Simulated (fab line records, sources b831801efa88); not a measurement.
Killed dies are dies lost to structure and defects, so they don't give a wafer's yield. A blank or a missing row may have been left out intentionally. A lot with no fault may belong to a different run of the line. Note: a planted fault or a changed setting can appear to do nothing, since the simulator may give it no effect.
8D (eight disciplines) problem report, filled in by code + flow sky130 + the parts of the form that need people (team, actions taken, sign-off) are left out

1. WHAT IS WRONG
LDD_P_TW at SKY_LDD_P_TW_MEAS_11 reads a mean of 457 on 9 wafers of 3 lots; wafers without a fault read 637 with a standard deviation of 3.1. That is -58 standard deviations from the usual mean.
First seen on wafer L417.3, day 22 17:31, on film metro-01. At this step, 36 wafers from 12 lots have a number in the record. Rule for "out" (also "out of limits"): further than 4 standard deviations from the usual mean. The other wafers with a number count as sound.

2. WHAT IT IS, AND WHAT IT ISN'T
| question                    | is                           | is not                                                                                       |
|-----------------------------|------------------------------|----------------------------------------------------------------------------------------------|
| which readings at this step | LDD_P_TW                     | -                                                                                            |
| which lots                  | L417, L418, L419             | L407, L411, L413, L415, L424, L427, L428, L429, L430                                         |
| which wafers of those lots  | all that have a number       | -                                                                                            |
| read on which gauges        | film metro-01, film metro-02 | film metro-03                                                                                |
| when                        | from day 22 17:31            | up to then (12 sound wafers); but 15 sound wafers of L424, L427, L428, L429, L430 came after |

3. THE SUSPECTS, EACH WITH WHAT RULES IT OUT
Counting: any tool at a process step up to the reading is kept as a suspect provided that every lot that is out went through it and no sound lot did after the first of them.
- the gauge at SKY_LDD_P_TW_MEAS_11 is ruled out. Those wafers that are out were read across 2 gauges (film metro-01, film metro-02).
- implanter-02 at SKY_LDD_P_IMPLANT_09: ruled out as a lasting fault. Sound lots L429 ran on it after its first lot that is out, L417 (day 22 17:17).
Left after counting: nothing in the record.

4. THE CAUSE (what the simulator had put in)
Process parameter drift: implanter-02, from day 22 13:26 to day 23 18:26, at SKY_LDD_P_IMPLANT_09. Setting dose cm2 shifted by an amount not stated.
The count ruled it out by mistake, since the rule takes a fault to strike every lot its tool runs from the start of the fault on, and this one did not do so.

5. THE EFFECT CHAIN, in route order
Rows list readings where the struck wafers' mean (over those with a number) sits beyond 3 standard deviations from the usual. Readings are gone through only where the record gives a usual standard deviation; hours: the median, over the lots, of the time from a lot's start at the first step in this table giving one to that lot's start at this step; sigmas: the change measured in usual standard deviations.
| hours | step                 | reading            | usual | on struck wafers | change | sigmas      |
|-------|----------------------|--------------------|-------|------------------|--------|-------------|
| 0     | SKY_LDD_P_IMPLANT_09 | dose ions cm2      | 1e+13 | 3e+12            | -7e+12 | -99 or more |
| 0     | SKY_LDD_P_IMPLANT_09 | faraday current uA | 56.4  | 19.6             | -36.8  | -33         |
| 0     | SKY_LDD_P_TW_MEAS_11 | LDD_P_TW           | 637   | 457              | -180   | -58         |
It contains these process steps:
- SKY_LDD_P_IMPLANT_09

6. WHAT WOULD HAVE CAUGHT IT SOONER
Counted from the fault's start at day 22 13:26, it took 4 hours until the first out-of-limits reading at a measuring or inspecting step in this record, taken at day 22 17:31.
At SKY_LDD_P_IMPLANT_09, the tool's own readings (dose ions cm2, faraday current uA) were out on each struck wafer the step has a row for, so an alarm limit on them would have fired on the first such wafer.
